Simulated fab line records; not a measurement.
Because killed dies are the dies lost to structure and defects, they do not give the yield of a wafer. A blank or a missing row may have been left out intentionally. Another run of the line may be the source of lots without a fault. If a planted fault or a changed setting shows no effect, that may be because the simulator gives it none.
What tool caused it?	flow gf180mcu	6 lots (18 wafers sampled), 1 step of a 602-step route

WHAT THE GAUGES SHOWED, per wafer
GF_M1_OVL_MEAS_15.
lot	measured	on	M1_OVL (nm)
L560	day 17 13:02	overlay-01	-11 -3 -6
L564	day 19 07:37	overlay-01	1 -7 3
L574	day 23 01:46	overlay-01	3 9 0
L576	day 23 19:26	overlay-02	-8 -3 -4
L580	day 24 21:31	overlay-01	-5 6 -6
L582	day 25 20:20	overlay-02	3 7 2

WHAT TOOL EACH LOT RAN ON (gives the tool, then ch and the chambers of the sampled wafers, and finally the start)
Before these readings, the record contains no process step.

THE ANSWER, worked out from the rows above alone
Rule: the lots themselves supply what counts as usual. Put in order of their means at a reading, lots are off if they are a third of the lots or fewer, leave a main group of 4 or more, and stand apart from it by a gap of 3 or more times the standard deviation of the main group's means; of several such gaps the widest counts. A main group whose means are all the same, to the digits that the tables above print for the reading, isn't used. Also off: a lot with no number at a reading for which 4 or more lots have one. The other lots that the step has rows for count as sound.
No lot is off on any of the readings shown, so nothing can be concluded from this.

WHAT THE SIMULATOR HAD INSERTED
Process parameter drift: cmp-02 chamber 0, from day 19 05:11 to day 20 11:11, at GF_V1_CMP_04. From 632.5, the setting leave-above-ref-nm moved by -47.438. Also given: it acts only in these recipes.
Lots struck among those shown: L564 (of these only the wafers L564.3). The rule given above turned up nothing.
